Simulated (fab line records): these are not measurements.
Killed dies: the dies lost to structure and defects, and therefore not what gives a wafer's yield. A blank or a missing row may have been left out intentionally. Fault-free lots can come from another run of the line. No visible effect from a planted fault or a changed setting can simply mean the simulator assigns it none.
Chamber matching -- flow sky130 -- SKY_VIA2_CMP_02 on cmp-02 has 4 sister chambers
The step polishes SiO2. 8 wafers are shown with their chamber, then 12 later ones without.

## WAFERS PAIRED WITH THEIR CHAMBERS
wafer,chamber,motor-current-A (A)
L088.4,0,13.0
L088.6,2,11.7
L091.1,1,13.0
L091.2,0,12.1
L091.4,2,11.1
L092.3,3,11.9
L092.4,1,13.2
L092.5,3,12.3

## WAFERS WITH NO CHAMBER GIVEN
wafer,motor-current-A (A)
L092.1,12.7
L092.2,11.7
L092.6,11.9
L094.3,11.1
L094.5,11.1
L094.6,12.3
L094.1,11.9
L094.2,13.4
L094.4,13.3
L096.4,12.2
L096.5,13.1
L096.6,12.5

## THE CHAMBER EACH PASSED THROUGH
wafer,from the rows above,in truth
L092.1,can't be placed: 0 or 1 or 3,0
L092.2,can't be placed: 2 or 3 or 0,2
L092.6,can't be placed: 3 or 2 or 0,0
L094.3,can't be placed: 2 or 3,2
L094.5,can't be placed: 2 or 3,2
L094.6,can't be placed: 3 or 0 or 1 or 2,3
L094.1,can't be placed: 3 or 2 or 0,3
L094.2,can't be placed: 1 or 0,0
L094.4,can't be placed: 1 or 0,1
L096.4,can't be placed: 3 or 0 or 2 or 1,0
L096.5,can't be placed: 1 or 0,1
L096.6,can't be placed: 0 or 3 or 1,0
0 of 12 placed correctly. Cannot be placed on the basis of these rows: 12; the candidates contain the true chamber in 12. Number placed wrongly: 0.
How it was worked out, from the rows above alone: a wafer's distance from a chamber is the root of the sum, over the readings, of the square of ((its reading less the chamber's mean) divided by the reading's scatter). The wafer belongs to the nearest chamber; if the next one is less than 2 further off, it can't be placed. The mean given for a chamber averages the wafers shown for that chamber. The scatter: take each reading less its chamber's mean, square it, sum over the shown wafers, divide by the number of wafers less the number of chambers, and take the root.
